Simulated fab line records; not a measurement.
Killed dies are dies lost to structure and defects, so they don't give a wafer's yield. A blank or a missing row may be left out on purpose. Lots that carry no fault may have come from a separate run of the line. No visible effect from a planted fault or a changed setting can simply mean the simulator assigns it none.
Lot-split experiment | flow sky130 | on a route of 708 steps: 5 lots, 23 wafers read

== ABOUT THE SPLIT ==
At SKY_LDD_LDN_COAT_02 (resist thk 1140 nm), the setting spin rpm was moved away from the recipe's 3000 rpm on 7 of the 23 wafers read, by -4.0% to +5.3%. The other wafers ran this setting at the recipe's value.

The reading is taken at the split's own step.

== THE READING ==
NOVOLAK_of_LDD_LDN_COAT_02.thk nm (the simulator's own value, which no gauge read), in nm, at SKY_LDD_LDN_COAT_02 (resist thk 1140 nm). The file gives no usual value for it. Across the 16 wafers here that went through the recipe, the average is 1141 nm and the standard deviation 2.9 nm.

wafer  | tool, chamber at the split | spin rpm as run, rpm | against the recipe | NOVOLAK_of_LDD_LDN_COAT_02.thk nm, nm | against lot-mates on the recipe
L074.1 | litho track-01, 0          | 3000                 | recipe             | 1135                                  | -
L074.2 | litho track-01, 0          | 2881                 | -4.0%              | 1163                                  | +26
L074.3 | litho track-01, 0          | 3000                 | recipe             | 1139                                  | -
L074.4 | litho track-01, 0          | 2881                 | -4.0%              | 1162                                  | +25
L074.6 | litho track-01, 0          | 3000                 | recipe             | 1136                                  | -
L077.1 | litho track-02, 0          | 3160                 | +5.3%              | 1113                                  | -32
L077.4 | litho track-02, 0          | 3160                 | +5.3%              | 1113                                  | -32
L077.2 | litho track-02, 0          | 3160                 | +5.3%              | 1114                                  | -30
L077.5 | litho track-02, 0          | 3000                 | recipe             | 1144                                  | -
L077.6 | litho track-02, 0          | 3000                 | recipe             | 1145                                  | -
L081.1 | litho track-04, 0          | 3000                 | recipe             | 1138                                  | -
L081.2 | litho track-04, 0          | 3000                 | recipe             | 1139                                  | -
L081.3 | litho track-04, 0          | 3000                 | recipe             | 1141                                  | -
L081.4 | litho track-04, 0          | 3000                 | recipe             | 1143                                  | -
L081.5 | litho track-04, 0          | 3000                 | recipe             | 1140                                  | -
L084.2 | litho track-04, 0          | 3110                 | +3.7%              | 1127                                  | -17
L084.3 | litho track-04, 0          | 3000                 | recipe             | 1143                                  | -
L084.6 | litho track-04, 0          | 3000                 | recipe             | 1143                                  | -
L084.4 | litho track-04, 0          | 3110                 | +3.7%              | 1126                                  | -18
L084.5 | litho track-04, 0          | 3000                 | recipe             | 1145                                  | -
L085.1 | litho track-02, 0          | 3000                 | recipe             | 1139                                  | -
L085.3 | litho track-02, 0          | 3000                 | recipe             | 1139                                  | -
L085.6 | litho track-02, 0          | 3000                 | recipe             | 1140                                  | -

THE FIT
A straight line over all 23 wafers: NOVOLAK_of_LDD_LDN_COAT_02.thk nm changes by -5.01 nm for each +1% of spin rpm; r = -0.97; the points scatter about the line by 2.9 nm.
The same after taking each lot's own level away (the mean of its wafers on the recipe; 23 wafers): -5.84 nm for each +1%; r = -0.99; scatter 1.8 nm.
Per that fit: largest spin rpm move, reading shift of 31 nm.
The span of the lots' own levels, 1136.7 to 1144.5 nm, comes to 2.7 times the standard deviation stated above.
In other words, the slope is changed by the lot-to-lot level; the two fits disagree.
Check: with one of the wafers moved furthest among these (+5.3%) left out of the fit, the line predicts -30.3 nm for it against its lot-mates. It came out at -31.5 nm against them.

== THE OTHER SPLITS THESE WAFERS WENT THROUGH ==
Before the reading, these wafers also passed through other splits. Each is held against what the fit with the lots' levels taken away leaves over:
other split on the same wafers       | wafers away from the commonest value | r with NOVOLAK_of_LDD_LDN_COAT_02.thk nm (lot level and that fit taken away)
SKY_SONOS_ONO_OXIDATION_00 ox time s | 15                                   | +0.02
SKY_SONOS_ONO_COAT_08 resist thk nm  | 4                                    | -0.07
SKY_SONOS_ONO_ETCH_15 source w       | 4                                    | +0.18
SKY_POLY_GATE_IMPLANT_02 energy kev  | 7                                    | -0.29
SKY_LDD_N_COAT_02 resist thk nm      | 4                                    | +0.37
SKY_LDD_P_DEVELOP_06 dev temp c      | 10                                   | +0.00
SKY_LDD_P_IMPLANT_09 dose cm2        | 4                                    | +0.12
SKY_LDD_HVP_IMPLANT_08 dose cm2      | 8                                    | +0.05

== THE WHOLE CHAIN: every reading that the file lists as answering this split, in the file's order ==
step                 | what it does       | reading                                                                            | change (the file's fit)              | r (the file's)
SKY_LDD_LDN_COAT_02  | resist thk 1140 nm | NOVOLAK_of_LDD_LDN_COAT_02.thk nm (the simulator's own value, which no gauge read) | -5.8 nm for each +1% of the setting  | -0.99
SKY_LDD_LDN_STRIP_12 | strips in O2/N2    | strip time to endpoint s                                                           | withheld for each +1% of the setting | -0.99

== THE FILE'S OWN FIT ==
NOVOLAK_of_LDD_LDN_COAT_02.thk nm changes by -5.8 nm for each +1% of spin rpm, r = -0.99.
